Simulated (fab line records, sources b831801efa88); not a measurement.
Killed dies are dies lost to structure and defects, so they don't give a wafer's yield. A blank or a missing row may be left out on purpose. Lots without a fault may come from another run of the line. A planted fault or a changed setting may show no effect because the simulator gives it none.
Which tool did it? | flow sky130 | 24 lots, 72 wafers sampled, at 4 steps of a route of 708

WHAT THE GAUGES READ, wafer by wafer
SKY_VIA2_CD_MEAS_12: target cd 200 nm. Usual: cd_nm 200.1 nm, standard deviation 1.3.
lot  | measured     | on        | cd_nm (nm)        | flag
L074 | day 36 21:56 | cd_sem-01 | 201.3 202.7 202.3 |
L075 | day 36 22:01 | cd_sem-01 | 199.8 198.0 199.0 |
L076 | day 37 10:28 | cd_sem-01 | 200.0 201.3 202.9 |
L077 | day 37 13:26 | cd_sem-01 | 201.0 201.5 200.1 |
L078 | day 38 03:02 | cd_sem-02 | 201.5 199.8 200.1 |
L079 | day 38 19:52 | cd_sem-01 | 199.4 197.5 198.4 |
L081 | day 38 20:20 | cd_sem-01 | 199.6 199.8 201.0 |
L080 | day 38 19:59 | cd_sem-02 | 200.5 202.6 201.2 |
L082 | day 39 01:41 | cd_sem-01 | 199.0 199.5 199.0 |
L083 | day 39 16:35 | cd_sem-02 | 199.6 199.4 199.2 |
L084 | day 39 18:16 | cd_sem-01 | 201.7 201.1 202.4 |
L086 | day 40 07:05 | cd_sem-02 | 201.1 198.9 198.3 |
L085 | day 40 09:14 | cd_sem-02 | 201.8 201.5 202.1 |
L089 | day 41 03:17 | cd_sem-02 | 200.4 200.0 200.1 |
L088 | day 41 06:08 | cd_sem-02 | 199.3 199.2 200.6 |
L087 | day 41 09:31 | cd_sem-02 | 200.0 200.7 199.7 |
L090 | day 41 09:54 | cd_sem-01 | 200.1 199.8 197.8 |
L092 | day 42 03:41 | cd_sem-02 | 198.2 198.8 199.0 |
L091 | day 42 05:26 | cd_sem-02 | 200.1 202.1 201.7 |
L093 | day 42 10:41 | cd_sem-01 | 198.7 199.2 198.0 |
L094 | day 42 10:44 | cd_sem-02 | 199.4 198.3 200.1 |
L095 | day 42 22:47 | cd_sem-02 | 201.7 200.2 197.9 |
L097 | day 43 05:16 | cd_sem-01 | 201.6 202.0 201.4 |
L096 | day 43 10:23 | cd_sem-01 | 199.3 200.5 199.2 |

SKY_VIA3_BOW_MEAS_03. Usual: VIA3_BOW 79 um, standard deviation 7.9.
lot  | measured     | on            | VIA3_BOW (um) | flag
L074 | day 39 04:38 | film_metro-02 | 77 70 88      |
L075 | day 39 04:40 | film_metro-01 | 84 82 76      |
L076 | day 39 15:20 | film_metro-01 | 77 77 65      |
L077 | day 39 16:40 | film_metro-01 | 78 88 86      |
L078 | day 40 10:10 | film_metro-04 | 67 75 72      |
L079 | day 41 00:39 | film_metro-04 | 91 88 91      |
L081 | day 41 02:14 | film_metro-04 | 72 83 81      |
L080 | day 41 01:32 | film_metro-04 | 78 79 84      |
L082 | day 41 07:55 | film_metro-01 | 76 73 73      |
L083 | day 41 19:16 | film_metro-01 | 80 95 90      |
L084 | day 41 22:25 | film_metro-04 | 77 68 63      |
L086 | day 42 12:55 | film_metro-04 | 80 90 83      |
L085 | day 42 14:20 | film_metro-01 | 78 95 86      |
L089 | day 43 06:52 | film_metro-01 | 87 72 81      |
L088 | day 43 10:43 | film_metro-04 | 79 94 69      |
L087 | day 43 13:11 | film_metro-04 | 73 78 70      |
L090 | day 43 14:47 | film_metro-01 | 69 77 77      |
L092 | day 44 06:35 | film_metro-04 | 87 95 71      |
L091 | day 44 07:27 | film_metro-02 | 77 76 71      |
L093 | day 44 13:48 | film_metro-01 | 81 70 83      |
L094 | day 44 13:49 | film_metro-04 | 87 76 75      |
L095 | day 44 23:01 | film_metro-01 | 80 89 81      |
L097 | day 45 05:17 | film_metro-02 | 76 72 77      |
L096 | day 45 10:52 | film_metro-01 | 83 80 69      |

WHICH TOOL RAN EACH LOT (tool, then ch and the chambers of the sampled wafers, then the start)
lot  | SKY_LI_CONTACT_ETCH_14             | SKY_VIA2_STRIP_16
L074 | rie_diel-04 ch 1,2,3, day 29 11:23 | plasma_asher-04 ch 0,1, day 36 22:11
L075 | rie_diel-01 ch 0,1,3, day 29 12:05 | plasma_asher-02 ch 0, day 36 22:16
L076 | rie_diel-03 ch 1,2,3, day 29 22:44 | plasma_asher-04 ch 0,1, day 37 10:42
L077 | rie_diel-01 ch 0,1,3, day 30 03:16 | plasma_asher-03 ch 0,1, day 37 13:42
L078 | rie_diel-04 ch 0,1,2, day 30 22:20 | plasma_asher-03 ch 0, day 38 03:18
L079 | rie_diel-01 ch 1,2, day 31 10:56   | plasma_asher-02 ch 0,1, day 38 20:07
L081 | rie_diel-03 ch 1,2,3, day 31 11:22 | plasma_asher-02 ch 0,1, day 38 20:36
L080 | rie_diel-01 ch 0,1,3, day 31 11:50 | plasma_asher-04 ch 0,1, day 38 20:15
L082 | rie_diel-03 ch 0,2,3, day 31 21:35 | plasma_asher-04 ch 0,1, day 39 01:57
L083 | rie_diel-03 ch 0,2,3, day 32 11:25 | plasma_asher-04 ch 0,1, day 39 16:51
L084 | rie_diel-04 ch 0,3, day 32 11:50   | plasma_asher-02 ch 0,1, day 39 18:30
L086 | rie_diel-04 ch 2,3, day 33 07:46   | plasma_asher-04 ch 0,1, day 40 07:19
L085 | rie_diel-03 ch 0,1,3, day 33 09:47 | plasma_asher-04 ch 0,1, day 40 09:30
L089 | rie_diel-03 ch 1,2,3, day 33 23:37 | plasma_asher-03 ch 0,1, day 41 03:33
L088 | rie_diel-04 ch 2,3, day 34 05:14   | plasma_asher-04 ch 0,1, day 41 06:24
L087 | rie_diel-03 ch 2,3, day 34 05:23   | plasma_asher-02 ch 0,1, day 41 09:46
L090 | rie_diel-01 ch 1,2, day 34 08:49   | plasma_asher-04 ch 0,1, day 41 10:09
L092 | rie_diel-01 ch 1,3, day 35 19:34   | plasma_asher-03 ch 0,1, day 42 03:57
L091 | rie_diel-01 ch 0,1,3, day 35 20:10 | plasma_asher-02 ch 0,1, day 42 05:42
L093 | rie_diel-03 ch 0,2,3, day 35 21:08 | plasma_asher-02 ch 0,1, day 42 10:56
L094 | rie_diel-04 ch 2,3, day 35 23:03   | plasma_asher-03 ch 0,1, day 42 11:00
L095 | rie_diel-01 ch 1,2,3, day 36 11:56 | plasma_asher-03 ch 0,1, day 42 23:03
L097 | rie_diel-04 ch 0,2, day 36 18:46   | plasma_asher-04 ch 0,1, day 43 05:30
L096 | rie_diel-04 ch 0,1,2, day 36 20:22 | plasma_asher-03 ch 0,1, day 43 10:37
- SKY_LI_CONTACT_ETCH_14: etches BARC in N2/H2, stops on SiO2, time 45.9 s, target depth 60 nm.
- SKY_VIA2_STRIP_16: strips in O2/N2.

WHAT THE TOOLS THEMSELVES READ (means of the sampled wafers that have a number; where no wafer has one, the mark that the record gives instead)
SKY_LI_CONTACT_ETCH_14. Usual: drypump_motor_current_A 5.9 A, standard deviation 0.35; oes_product_au 0.854 a.u., standard deviation 0.0044; rf_fwd_power_W 494.4 W, standard deviation 2.2; throttle_valve_pct 13.224 %, standard deviation 0.01.
lot  | tool        | drypump_motor_current_A (A) | oes_product_au (a.u.) | rf_fwd_power_W (W) | throttle_valve_pct (%) | flag
L074 | rie_diel-04 | 5.8                         | 0.857                 | 494.3              | 13.227                 |
L075 | rie_diel-01 | 5.8                         | 0.854                 | 493.2              | 13.215                 |
L076 | rie_diel-03 | 6.0                         | 0.855                 | 494.1              | 13.227                 |
L077 | rie_diel-01 | 5.9                         | 0.851                 | 495.1              | 13.219                 |
L078 | rie_diel-04 | 5.9                         | 0.854                 | 495.2              | 13.219                 |
L079 | rie_diel-01 | 6.0                         | 0.852                 | 492.5              | 13.226                 |
L081 | rie_diel-03 | 6.0                         | 0.859                 | 494.1              | 13.225                 |
L080 | rie_diel-01 | 5.8                         | 0.850                 | 495.0              | 13.219                 |
L082 | rie_diel-03 | 6.2                         | 0.856                 | 494.9              | 13.221                 |
L083 | rie_diel-03 | 6.2                         | 0.854                 | 495.5              | 13.220                 |
L084 | rie_diel-04 | 5.5                         | 0.856                 | 493.3              | 13.221                 |
L086 | rie_diel-04 | 5.5                         | 0.854                 | 493.1              | 13.221                 |
L085 | rie_diel-03 | 6.0                         | 0.854                 | 495.9              | 13.220                 |
L089 | rie_diel-03 | 6.0                         | 0.855                 | 495.1              | 13.217                 |
L088 | rie_diel-04 | 5.5                         | 0.856                 | 491.9              | 13.227                 |
L087 | rie_diel-03 | 6.2                         | 0.856                 | 493.5              | 13.223                 |
L090 | rie_diel-01 | 6.0                         | 0.855                 | 492.4              | 13.221                 |
L092 | rie_diel-01 | 5.8                         | 0.848                 | 493.8              | 13.215                 |
L091 | rie_diel-01 | 5.8                         | 0.858                 | 495.4              | 13.221                 |
L093 | rie_diel-03 | 6.2                         | 0.855                 | 495.5              | 13.227                 |
L094 | rie_diel-04 | 5.5                         | 0.855                 | 492.4              | 13.226                 |
L095 | rie_diel-01 | 6.1                         | 0.850                 | 493.8              | 13.220                 |
L097 | rie_diel-04 | 5.8                         | 0.857                 | 492.6              | 13.230                 |
L096 | rie_diel-04 | 5.9                         | 0.859                 | 495.8              | 13.225                 |

SKY_VIA2_STRIP_16. Usual: drypump_motor_current_A 5.8 A, standard deviation 0.55; oes_product_au 0.399 a.u., standard deviation 0.0044; strip_time_to_endpoint_s 4.08 s, standard deviation 0.031.
lot  | tool            | drypump_motor_current_A (A) | oes_product_au (a.u.) | strip_time_to_endpoint_s (s) | flag
L074 | plasma_asher-04 | 6.1                         | 0.403                 | 4.07                         |
L075 | plasma_asher-02 | 5.0                         | 0.397                 | 4.06                         |
L076 | plasma_asher-04 | 6.3                         | 0.396                 | 4.07                         |
L077 | plasma_asher-03 | 5.4                         | 0.403                 | 4.04                         |
L078 | plasma_asher-03 | 5.5                         | 0.398                 | 4.09                         |
L079 | plasma_asher-02 | 5.7                         | 0.399                 | 4.07                         |
L081 | plasma_asher-02 | 5.7                         | 0.395                 | 4.08                         |
L080 | plasma_asher-04 | 6.3                         | 0.404                 | 4.15                         |
L082 | plasma_asher-04 | 6.3                         | 0.397                 | 4.07                         |
L083 | plasma_asher-04 | 6.1                         | 0.398                 | 4.06                         |
L084 | plasma_asher-02 | 5.4                         | 0.398                 | 4.07                         |
L086 | plasma_asher-04 | 6.3                         | 0.398                 | 4.08                         |
L085 | plasma_asher-04 | 6.3                         | 0.400                 | 4.08                         |
L089 | plasma_asher-03 | 5.5                         | 0.399                 | 4.08                         |
L088 | plasma_asher-04 | 6.3                         | 0.399                 | 4.10                         |
L087 | plasma_asher-02 | 5.7                         | 0.396                 | 4.07                         |
L090 | plasma_asher-04 | 6.4                         | 0.396                 | 4.08                         |
L092 | plasma_asher-03 | 5.4                         | 0.401                 | 4.09                         |
L091 | plasma_asher-02 | 5.7                         | 0.402                 | 4.08                         |
L093 | plasma_asher-02 | 5.7                         | 0.405                 | 4.10                         |
L094 | plasma_asher-03 | 5.5                         | 0.402                 | 4.06                         |
L095 | plasma_asher-03 | 5.5                         | 0.398                 | 4.06                         |
L097 | plasma_asher-04 | 6.1                         | 0.399                 | 4.07                         |
L096 | plasma_asher-03 | 5.4                         | 0.404                 | 4.07                         |

THE ANSWER, worked out from the rows above alone
Rule: a lot is off if the mean of its wafers that have a number lies more than 3 standard deviations from the usual mean. A lot without any number at a reading at which 4 lots or more have one is off too. The other lots that the step has rows for count as sound. The gauges are gone through in route order, then the tools' own readings, and for those a lot's mean is taken as printed above. The first step at which some lot is off is used, and at that step the reading that is off furthest; a lot without a number counts as furthest.
No lot is off at any reading shown: from this, nothing can be told.

WHAT THE SIMULATOR HAD PUT IN
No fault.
